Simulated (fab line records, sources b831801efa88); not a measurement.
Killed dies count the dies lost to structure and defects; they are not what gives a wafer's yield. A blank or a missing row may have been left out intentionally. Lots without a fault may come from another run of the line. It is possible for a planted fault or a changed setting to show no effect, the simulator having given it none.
Comparing a struck lot with a sound one -- flow sfqLine -- 28 steps out of a route of 325
Sound: wafers L589.1, L589.4, L589.6. Struck: wafer L596.4. (L596.1, L596.2 of the same lot were not struck and are left out.) The cause comes at the end.
Each step with rows lists, per side, the tool, then ch with its chambers, then its first start. Under that, the readings that differ: sound wafers -- struck wafers -- difference of the means -- sigmas: that difference in standard deviations of wafers without a fault.
alike: a reading whose means differ by less than 2 such deviations, as well as words and numbers matching on both sides. not compared: withheld readings; readings where some wafer has no value; bounds like >300 that might hide an equal value; numbers whose values overlap and for which the record gives no deviation.
The two part at a step that has a row with sigmas, a row that says differs or no value, or rows on one side only. Numbers that don't overlap but have no deviation are shown without sigmas and don't part them. A reading missing from all wafers of one side parts the sides only when that side holds two or more wafers.

first, 6 steps without rows for these wafers: SFQ_TRILAYER_M1_LITHO_COAT_044 (resist thk 62 nm); SFQ_TRILAYER_M1_LITHO_COAT_039 (resist thk 600 nm); SFQ_TRILAYER_M1_LITHO_SOFTBAKE_043; SFQ_TRILAYER_M1_LITHO_EXPOSE_040 (exposes mask M1, target cd 500 nm); SFQ_TRILAYER_M1_LITHO_PEB_042 (peb time 60 s); SFQ_TRILAYER_M1_LITHO_DEVELOP_041 (time 60 s).
SFQ_M1_OVL_MEAS_911:
  sound on overlay-02, day 12 16:42; struck on overlay-02, day 14 21:42
  alike: M1_OVL
SFQ_TRILAYER_M1_BARC_OPEN_METAL_ETCH_054: etches BARC in O2, target depth 125 nm, time 41.7 s.
  sound on rieMetal-04 ch 0, day 12 16:44; struck on rieMetal-01 ch 1, day 14 21:44
  alike: chamberPressureMTorr, drypumpMotorCurrentA, oesProductAu
  not compared: rfHoursCounterH
then, 1 step without rows for these wafers: SFQ_TRILAYER_M1_ETCH_METAL_ETCH_042 (etches Nb in Cl2/Ar, stops on SiO2, target depth 240 nm, time 120 s).
SFQ_TRILAYER_M1_STRIP_STRIP_043: strips in O2.
  sound on rieMetal-04 ch 0, day 12 16:55; struck on rieMetal-01 ch 1, day 14 21:55
reading,sound,struck,difference,sigmas
oesProductAu (a.u.),0.989 0.990 1.003,1.019,+0.025,+3
  alike: chamberPressureMTorr, drypumpMotorCurrentA, platenTempC
  not compared: rfHoursCounterH
then, 1 step without rows for these wafers: SFQ_TRILAYER_M1_STRIP_SOLV_CLEAN_044 (cleans in NMP, time 600 s).
SFQ_TRILAYER_I1_DEP_PECVD_045: deposits SiO2 from SiH4/N2O, time 111.11 s, target thk 500 nm.
  sound on pecvd-02 ch 0,1,2, day 12 17:52; struck on pecvd-02 ch 2, day 14 22:43
reading,sound,struck,difference,sigmas
chamberPressureTorr (Torr),2.390 2.393 2.386,2.404,+0.014,+3
  alike: heaterPowerW, throttleValvePct
SFQ_TRILAYER_I1_CMP_CMP_046: polishes SiO2.
  sound on cmp-02 ch 2,3, day 13 08:05; struck on cmp-02 ch 2, day 15 02:05
reading,sound,struck,difference,sigmas
edgeZonePressureFrac,1.001 0.992 0.986,1.013,+0.020,+4
model.SiO2_of_TRILAYER_I1_DEP_PECVD_045.thkNm (nm),200 201 200.7,187.3,-13.3,
  alike: motorCurrentA, timeToEndpointS
SFQ_I1_BOW_MEAS_912:
  sound on filmMetro-02, day 13 11:05; struck on filmMetro-04, day 15 05:05
  alike: I1_BOW
SFQ_TRILAYER_I1_METRO_MEASURE_047:
  sound on filmMetro-02, day 13 11:13; struck on filmMetro-04, day 15 05:13
reading,sound,struck,difference,sigmas
thkNm (nm),200.0 201.1 200.6,187.4,-13.2,-13
then, 6 steps without rows for these wafers: SFQ_TRILAYER_I1_VIA_LITHO_COAT_054 (resist thk 62 nm); SFQ_TRILAYER_I1_VIA_LITHO_COAT_049 (resist thk 650 nm); SFQ_TRILAYER_I1_VIA_LITHO_SOFTBAKE_053; SFQ_TRILAYER_I1_VIA_LITHO_EXPOSE_050 (exposes mask I1, target cd 500 nm); SFQ_TRILAYER_I1_VIA_LITHO_PEB_052 (peb time 60 s); SFQ_TRILAYER_I1_VIA_LITHO_DEVELOP_051 (time 60 s).
-- the record jumps here: 6 days lie between the struck wafers' starts before and after --
SFQ_I1_OVL_MEAS_913:
  sound on overlay-02, day 18 21:55; struck on overlay-02, day 21 12:24
  alike: I1_OVL
then, 1 step without rows for these wafers: SFQ_TRILAYER_I1_VIA_BARC_OPEN_VIA_ETCH_071 (etches BARC in O2, target depth 125 nm, time 41.7 s).
SFQ_TRILAYER_I1_VIA_ETCH_VIA_ETCH_052: etches SiO2 in CHF3, stops on Nb, target depth 260 nm.
  sound on rieDiel-04 ch 0,1, day 18 21:59; struck on rieDiel-03 ch 0, day 21 12:29
reading,sound,struck,difference,sigmas
drypumpMotorCurrentA (A),5.7 5.8 5.7,4.8,-0.9,-2
oesProductAu (a.u.),0.848 0.856 0.857,0.825,-0.029,-6
model.I1.featureDepthNm (nm),200 201 200.7,187.3,-13.3,
model.etch.depthNm (nm),200 201 200.7,187.3,-13.3,
  alike: chamberPressureMTorr
SFQ_TRILAYER_I1_VIA_STRIP_STRIP_053: strips in O2.
  sound on rieMetal-02 ch 1, day 18 22:06; struck on rieMetal-03 ch 0, day 21 12:35
  alike: chamberPressureMTorr, drypumpMotorCurrentA, oesProductAu, platenTempC
  not compared: rfHoursCounterH
then, 1 step without rows for these wafers: SFQ_TRILAYER_I1_VIA_STRIP_SOLV_CLEAN_054 (cleans in NMP, time 600 s).
SFQ_TRILAYER_M2_DEP_PRE_CLEAN_056: time 22.5 s.
  sound on pvdSputter-05, day 18 23:28; struck on pvdSputter-05, day 21 13:59
reading,sound,struck,difference,sigmas
model.SiO2_of_TRILAYER_I1_DEP_PECVD_045.thkNm (nm),192.5 193.5 193.2,179.8,-13.3,
SFQ_TRILAYER_M2_DEP_SPUTTER_055: material Nb, target thk 200 nm, time 133.3 s.
  sound on pvdSputter-05, day 18 23:30; struck on pvdSputter-05, day 21 14:01
reading,sound,struck,difference,sigmas
throttleValvePct (%),30.3 32.7 29.8,27.6,-3.3,-3

== WHERE THEY PART ==
Last at SFQ_TRILAYER_M2_DEP_SPUTTER_055 as far as this record goes, first at SFQ_TRILAYER_M1_STRIP_STRIP_043.

WHY: the cause the simulator had injected
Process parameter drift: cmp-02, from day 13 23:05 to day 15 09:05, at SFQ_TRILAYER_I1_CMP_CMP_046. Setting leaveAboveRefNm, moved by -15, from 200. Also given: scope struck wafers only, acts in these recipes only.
